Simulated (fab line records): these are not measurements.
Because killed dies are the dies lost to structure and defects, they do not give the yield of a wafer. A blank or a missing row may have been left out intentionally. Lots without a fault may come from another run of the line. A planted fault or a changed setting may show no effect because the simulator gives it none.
8D (eight disciplines) problem report, filled in by code | flow sky130 | the parts of the form that need people (team, actions taken, sign-off) are left out

## 1. WHAT IS WRONG
Mean VIA2_HDPCVD_THK at SKY_VIA2_THK_MEAS_01: 776 nm over 2 wafers in 2 lots; fault-free wafers: 1175 nm, standard deviation 11. Relative to the usual mean, that is a shift of -36 standard deviations.
The first sign was on wafer L936.3 at day 37 23:19, on film_metro-01. Wafers with a number at this step in the record: 36, from 12 lots. Rule for "out" (also "out of limits"): further than 4 standard deviations from the usual mean. The rest of the wafers with a number are treated as sound.

## 2. WHAT IT IS, WHAT IT ISN'T
question                    | is                | is not
which readings at this step | VIA2_HDPCVD_THK   | -
which lots                  | L936, L938        | L928, L929, L930, L932, L934, L935, L937, L948, L949, L950
which wafers of those lots  | L936.3, L938.4    | L936.5, L936.6, L938.2, L938.5
read on which gauges        | film_metro-01     | film_metro-02, film_metro-04
when                        | from day 37 23:19 | up to then (20 sound wafers); but 14 sound wafers of L937, L938, L948, L949, L950 came after

## 3. THE SUSPECTS, EACH WITH WHAT RULES IT OUT
Counting: a tool at a process step up to the reading stays a suspect if it ran every lot that is out. Sound lots after the first of them don't rule it out here, since some wafers of a struck lot are sound.
- the gauge at SKY_VIA2_THK_MEAS_01: kept. All the wafers that are out were read on film_metro-01, and no step on other tools shows them out.
- hdpcvd-01 at SKY_VIA2_HDPCVD_00 (deposits SiO2, target thk 1180 nm, time 196.7 s): kept. It processed each lot that is out (first: L936, day 37 23:10); up to then, its last sound lot is L935 (day 37 11:06).
Remaining after the count are hdpcvd-01 at SKY_VIA2_HDPCVD_00 and film_metro-01 at SKY_VIA2_THK_MEAS_01.

## 4. THE CAUSE (what the simulator had put in)
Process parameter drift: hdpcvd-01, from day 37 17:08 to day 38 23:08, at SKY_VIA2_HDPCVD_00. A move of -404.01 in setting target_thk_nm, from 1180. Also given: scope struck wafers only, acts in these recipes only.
After counting, 2 suspects remain, this tool included.

## 5. SEQUENCE OF EFFECTS, ordered by route
Each row: a reading where the mean over the struck wafers with a number is more than 3 standard deviations away from the usual. Only readings for which the record gives a usual standard deviation are gone through. hours: the time from each lot's start at the first step in this table that gives one to its start at this step, as a median over the lots. sigmas: the change in usual standard deviations.
hours | step                 | reading         | usual   | on struck wafers | change | sigmas
0     | SKY_VIA2_THK_MEAS_01 | VIA2_HDPCVD_THK | 1175 nm | 776              | -398   | -36

## 6. WHAT WOULD HAVE CAUGHT IT SOONER
The first out-of-limits reading at a measuring or inspecting step in this record came at day 37 23:19, 6 hours after the fault's start at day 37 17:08.
Among the 2 lots that are out, L938 began SKY_VIA2_HDPCVD_00 on hdpcvd-01 after day 37 23:19. A hold on the tool at that time would have spared it.
